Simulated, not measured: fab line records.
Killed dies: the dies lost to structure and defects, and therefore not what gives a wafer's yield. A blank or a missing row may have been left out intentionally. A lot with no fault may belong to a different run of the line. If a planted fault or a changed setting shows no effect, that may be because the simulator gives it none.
Chamber matching -- flow gf180mcu -- 4 sister chambers for GF_V2_CMP_04 on cmp-01
The step polishes SiO2. 4 wafers are shown with their chamber, then 7 later ones without.

WAFERS WITH THEIR CHAMBER
wafer,chamber,motor_current_A (A)
L392.4,3,12.7
L403.5,0,13.2
L405.1,1,11.1
L405.5,2,12.2

WAFERS MISSING THEIR CHAMBER
wafer,motor_current_A (A)
L405.6,13.1
L412.2,13.0
L412.3,10.9
L412.4,12.6
L415.2,12.6
L415.4,11.1
L415.5,11.6

CHAMBER TAKEN BY EACH
wafer,from the rows above,in truth
L405.6,can't be placed: 0 or 3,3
L412.2,can't be placed: 0 or 3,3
L412.3,1,1
L412.4,can't be placed: 3 or 2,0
L415.2,can't be placed: 3 or 2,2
L415.4,1,1
L415.5,can't be placed: 1 or 2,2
2 of 7 placed correctly. From these rows, 5 cannot be placed; in 4 the true chamber is one of the candidates. Number placed wrongly: 0.
How it was worked out, from the rows above alone: a wafer's distance from a chamber is the root of the sum, over the readings, of the square of ((its reading less the chamber's mean) divided by the reading's scatter). If the next closest chamber is less than 2 further off than the closest, the wafer can't be placed; otherwise it belongs to the closest. The mean given for a chamber averages the wafers shown for that chamber. The scatter: root of mean squared gap, hidden wafer to nearest shown wafer, with one shown wafer a chamber.
